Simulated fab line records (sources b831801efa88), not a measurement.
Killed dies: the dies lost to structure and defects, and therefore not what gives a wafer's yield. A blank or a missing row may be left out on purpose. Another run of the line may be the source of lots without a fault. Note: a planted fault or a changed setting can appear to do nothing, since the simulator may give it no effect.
Comparing a struck lot with a sound one + flow gf180mcu + 14 steps out of a route of 602
Sound: these wafers, L101.3, L101.5, L101.6. The struck wafers were L999.1, L999.5, L999.6. The cause comes at the end.
Order at every step that has rows: each side's tool, ch and its chambers, its first start. Under that, the readings that differ: sound wafers + struck wafers + difference of the means + sigmas: that difference in standard deviations of wafers without a fault.
alike: readings whose means differ by less than 2 such deviations, and words and numbers that are the same on both sides. not compared: withheld readings, readings that some wafer has no value for, bounds like >300 that may hide the same value, and numbers for which the record gives no deviation and whose values overlap.
The two part at a step that has a row with sigmas, a row that says differs or no value, or rows on one side only. Numbers that don't overlap but have no deviation are shown without sigmas and don't part them. A reading that every wafer of one side lacks parts them only if that side has two wafers or more.

first, 1 step without rows for these wafers: GF_MVPSD_DEVELOP_06 (develop time 60 s).
GF_MVPSD_OVL_MEAS_07:
  struck on overlay-02, day 9 11:25; sound on overlay-01, day 9 23:02
  alike: MVPSD_OVL
then, 2 steps without rows for these wafers: GF_MVPSD_IMPLANT_08; GF_MVPSD_IMPLANT_09.
GF_MVPSD_STRIP_10: strips in O2/N2.
  sound on plasma-asher-03 ch 0,1, day 9 23:23; struck on plasma-asher-02 ch 0,1, day 9 11:46
  alike: drypump-motor-current-A, heater-power-w, o2-flow-sccm, oes-product-au, strip-time-to-endpoint-s
  not compared: rf-hours-counter-h
GF_MVPSD_TW_MEAS_11:
  struck on film-metro-03, day 9 11:52; sound on film-metro-01, day 9 23:29
  alike: MVPSD_TW
then, 6 steps without rows for these wafers: GF_VT_IMPLANT_DEHYDRATE_00 (time 60 s); GF_VT_IMPLANT_HMDS_01 (prime time 60 s); GF_VT_IMPLANT_COAT_02 (resist thk 1000 nm); GF_VT_IMPLANT_SOFTBAKE_03 (time 60 s); GF_VT_IMPLANT_EXPOSE_04 (exposes mask LVPWELL LV AREA, target cd 600 nm); GF_VT_IMPLANT_PEB_05.
GF_VT_IMPLANT_DEVELOP_06: develop time 60 s.
  struck on litho-track-01, day 10 04:37; sound on litho-track-03 ch 0, day 10 16:58
  no value came back on the struck wafers for chill-plate-temp-C (C), develop-time-s (s); on the sound wafers chill-plate-temp-C (C) reads 22.87 23.00 22.95
GF_VT_IMPLANT_OVL_MEAS_07:
  struck on overlay-02, day 10 04:46; sound on overlay-01, day 10 17:04
| reading             | sound       | struck | difference                    | sigmas |
|---------------------|-------------|--------|-------------------------------|--------|
| VT_IMPLANT_OVL (nm) | 0.4 3.2 0.2 | - - -  | no value on the struck wafers |        |

## WHERE THEY PART
Last at GF_VT_IMPLANT_OVL_MEAS_07 as far as this record goes, first at GF_VT_IMPLANT_DEVELOP_06.

WHY: what had been put in by the simulator
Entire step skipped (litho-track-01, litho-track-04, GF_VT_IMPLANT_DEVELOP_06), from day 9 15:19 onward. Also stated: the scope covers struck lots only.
